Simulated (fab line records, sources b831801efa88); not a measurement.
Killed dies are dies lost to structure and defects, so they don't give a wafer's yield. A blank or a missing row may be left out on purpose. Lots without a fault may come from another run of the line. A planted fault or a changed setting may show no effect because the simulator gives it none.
A struck lot beside a sound one | flow sky130 | 15 steps out of a route of 708
Sound: wafers L692.3, L692.4, L692.6. Struck: wafers L683.2, L683.4, L683.6. The cause comes at the end.
At each step with rows: each side's tool, then ch and its chambers, then its first start. Under that, the readings that differ: sound wafers | struck wafers | difference of the means | sigmas: that difference in standard deviations of wafers without a fault.
alike: readings whose means differ by less than 2 such deviations, and words and numbers that are the same on both sides. not compared: withheld readings, readings that some wafer has no value for, bounds like >300 that may hide the same value, and numbers for which the record gives no deviation and whose values overlap.
The two part at a step that has a row with sigmas, a row that says differs or no value, or rows on one side only. Numbers that don't overlap but have no deviation are shown without sigmas and don't part them. A reading that every wafer of one side lacks parts them only if that side has two wafers or more.

first, 2 steps without rows for these wafers: SKY_VT_ADJUST_PCH_PEB_05; SKY_VT_ADJUST_PCH_DEVELOP_06 (develop time 60 s).
SKY_VT_ADJUST_PCH_OVL_MEAS_07:
  sound on overlay-01, day 16 17:22; struck on overlay-02, day 13 23:29
  reading                | sound          | struck      | difference | sigmas
  VT_ADJUST_PCH_OVL (nm) | -1.9 -1.1 -1.4 | 1.0 1.8 3.1 | +3.4       | +2
then, 1 step without rows for these wafers: SKY_VT_ADJUST_PCH_IMPLANT_08.
SKY_VT_ADJUST_PCH_STRIP_09: strips in O2/N2.
  sound on plasma_asher-03 ch 0,1, day 16 17:35; struck on plasma_asher-02 ch 0,1, day 13 23:40
  alike: drypump_motor_current_A, n2_flow_sccm, o2_flow_sccm, oes_product_au, strip_time_to_endpoint_s
  not compared: rf_hours_counter_h
SKY_VT_ADJUST_PCH_TW_MEAS_10:
  sound on film_metro-02, day 16 17:40; struck on film_metro-01, day 13 23:46
  alike: VT_ADJUST_PCH_TW
then, 6 steps without rows for these wafers: SKY_SONOS_TUNNEL_DEHYDRATE_00 (time 60 s); SKY_SONOS_TUNNEL_HMDS_01 (prime time 60 s); SKY_SONOS_TUNNEL_COAT_02 (resist thk 1140 nm); SKY_SONOS_TUNNEL_SOFTBAKE_03 (time 60 s); SKY_SONOS_TUNNEL_EXPOSE_04 (exposes mask TUNM, target cd 410 nm); SKY_SONOS_TUNNEL_PEB_05.
SKY_SONOS_TUNNEL_DEVELOP_06: develop time 60 s.
  sound on litho_track-02 ch 0, day 17 22:34; struck on litho_track-02 ch 0, day 15 01:47
  reading              | sound             | struck            | difference | sigmas
  developer_temp_C (C) | 23.01 23.01 22.92 | 22.09 22.02 22.10 | -0.91      | -9
SKY_SONOS_TUNNEL_CD_MEAS_07: target cd 410 nm.
  sound on cd_sem-02, day 17 22:42; struck on cd_sem-02, day 15 01:56
  alike: cd_nm
then, 1 step without rows for these wafers: SKY_PAD_OPEN_PROBE_99.

WHERE THEY PART
First at SKY_VT_ADJUST_PCH_OVL_MEAS_07; last, within this record, at SKY_SONOS_TUNNEL_DEVELOP_06. Later steps at which nothing parts them and some readings are alike: SKY_SONOS_TUNNEL_CD_MEAS_07.

WHY: what the simulator had put in
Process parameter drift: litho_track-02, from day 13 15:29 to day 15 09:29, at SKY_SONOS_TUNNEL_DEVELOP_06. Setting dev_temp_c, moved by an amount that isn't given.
